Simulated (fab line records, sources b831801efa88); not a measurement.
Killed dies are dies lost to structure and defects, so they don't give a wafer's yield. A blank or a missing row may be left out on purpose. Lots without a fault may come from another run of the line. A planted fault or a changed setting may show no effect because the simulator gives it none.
A struck lot beside a sound one | flow gf180mcu | 17 steps out of a route of 602
Sound: wafers L207.2, L207.3, L207.5. Struck: wafers L205.1, L205.3, L205.6. The cause comes at the end.
At each step with rows: each side's tool, then ch and its chambers, then its first start. Under that, the readings that differ: sound wafers | struck wafers | difference of the means | sigmas: that difference in standard deviations of wafers without a fault.
alike: readings whose means differ by less than 2 such deviations, and words and numbers that are the same on both sides. not compared: withheld readings, readings that some wafer has no value for, bounds like >300 that may hide the same value, and numbers for which the record gives no deviation and whose values overlap.
The two part at a step that has a row with sigmas, a row that says differs or no value, or rows on one side only. Numbers that don't overlap but have no deviation are shown without sigmas and don't part them. A reading that every wafer of one side lacks parts them only if that side has two wafers or more.

first, 4 steps without rows for these wafers: GF_M1_SOFTBAKE_10 (time 60 s); GF_M1_EXPOSE_11 (exposes mask Metal1, target cd 230 nm); GF_M1_PEB_12 (peb time 90 s); GF_M1_DEVELOP_13 (develop time 60 s).
GF_M1_CD_MEAS_14: target cd 230 nm.
  sound on cd_sem-01, day 23 05:22; struck on cd_sem-01, day 22 02:29
  alike: cd_nm
GF_M1_OVL_MEAS_15:
  sound on overlay-01, day 23 05:28; struck on overlay-02, day 22 02:36
  alike: M1_OVL
GF_M1_METAL_ETCH_16: etches the open film in Cl2/BCl3, stops on SiO2, target depth 627.5 nm, time 104.6 s.
  sound on rie_metal-01 ch 1, day 23 05:30; struck on rie_metal-01 ch 1, day 22 02:38
  alike: bias_w, drypump_motor_current_A, he_backside_leak_sccm, oes_product_au, throttle_valve_pct
  not compared: rf_hours_counter_h
GF_M1_STRIP_17: strips in O2/N2.
  sound on plasma_asher-01 ch 0,1, day 23 05:37; struck on plasma_asher-03 ch 0,1, day 22 02:52
  alike: drypump_motor_current_A, heater_power_w, oes_product_au, platen_temp_c, strip_time_to_endpoint_s
  not compared: rf_hours_counter_h
then, 3 steps without rows for these wafers: GF_M1_STRIP_18 (strips in post etch residue remover, time 1200 s); GF_M1_CLEAN_19 (cleans in DIW); GF_V1_CVD_00 (deposits SiO2, target thk 600 nm, time 100 s).
GF_V1_THK_MEAS_01:
  sound on film_metro-01, day 23 06:14; struck on film_metro-02, day 22 03:31
  alike: V1_CVD_00_THK
GF_V1_CVD_02: deposits SiO2 from TEOS, target thk 850 nm, time 94.851 s.
  sound on pecvd-04 ch 0,2, day 23 06:17; struck on pecvd-02 ch 0,2, day 22 03:34
  reading                             | sound                | struck            | difference                    | sigmas
  run_length_s (s)                    | 123.5 122.3 122.6    | 115.6 115.0 115.3 | -7.5                          | -11
  susceptor_temp_C (C)                | 400.02 399.76 399.98 | - - -             | no value on the struck wafers |
  model.SiO2_of_V1_CVD_02.thk_nm (nm) | 840.7 849.6 867.4    | 776.9 785.4 790.3 | -68.4                         |
  alike: heater_power_outer_w, heater_power_w
GF_V1_THK_MEAS_03:
  sound on film_metro-02, day 23 06:22; struck on film_metro-01, day 22 03:52
  reading            | sound       | struck      | difference | sigmas
  V1_CVD_02_THK (nm) | 841 850 868 | 777 786 791 | -68        | -6
  not compared: hold
GF_V1_CMP_04: polishes SiO2.
  sound on cmp-01 ch 0,3, day 23 06:25; struck on cmp-01 ch 0,2, day 22 08:22
  reading                | sound    | struck                                                                     | difference                   | sigmas
  hold                   | - - -    | await_dispo/4.4h/release await_dispo/4.4h/release await_dispo/4.4h/release | no value on the sound wafers |
  time_to_endpoint_s (s) | 78 73 82 | 47 63 51                                                                   | -24                          | -4
  alike: motor_current_A, platen_rpm
GF_V1_BOW_MEAS_05:
  sound on film_metro-03, day 23 06:44; struck on film_metro-03, day 22 08:46
  alike: V1_BOW
then, 1 step without rows for these wafers: GF_PASSIVATION_PROBE_99.

WHERE THEY PART
First at GF_V1_CVD_02; last, within this record, at GF_V1_CMP_04. Later steps at which nothing parts them and some readings are alike: GF_V1_BOW_MEAS_05.

WHY: what the simulator had put in
Process parameter drift: pecvd-02, from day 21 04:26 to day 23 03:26, at GF_V1_CVD_02. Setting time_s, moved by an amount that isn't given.
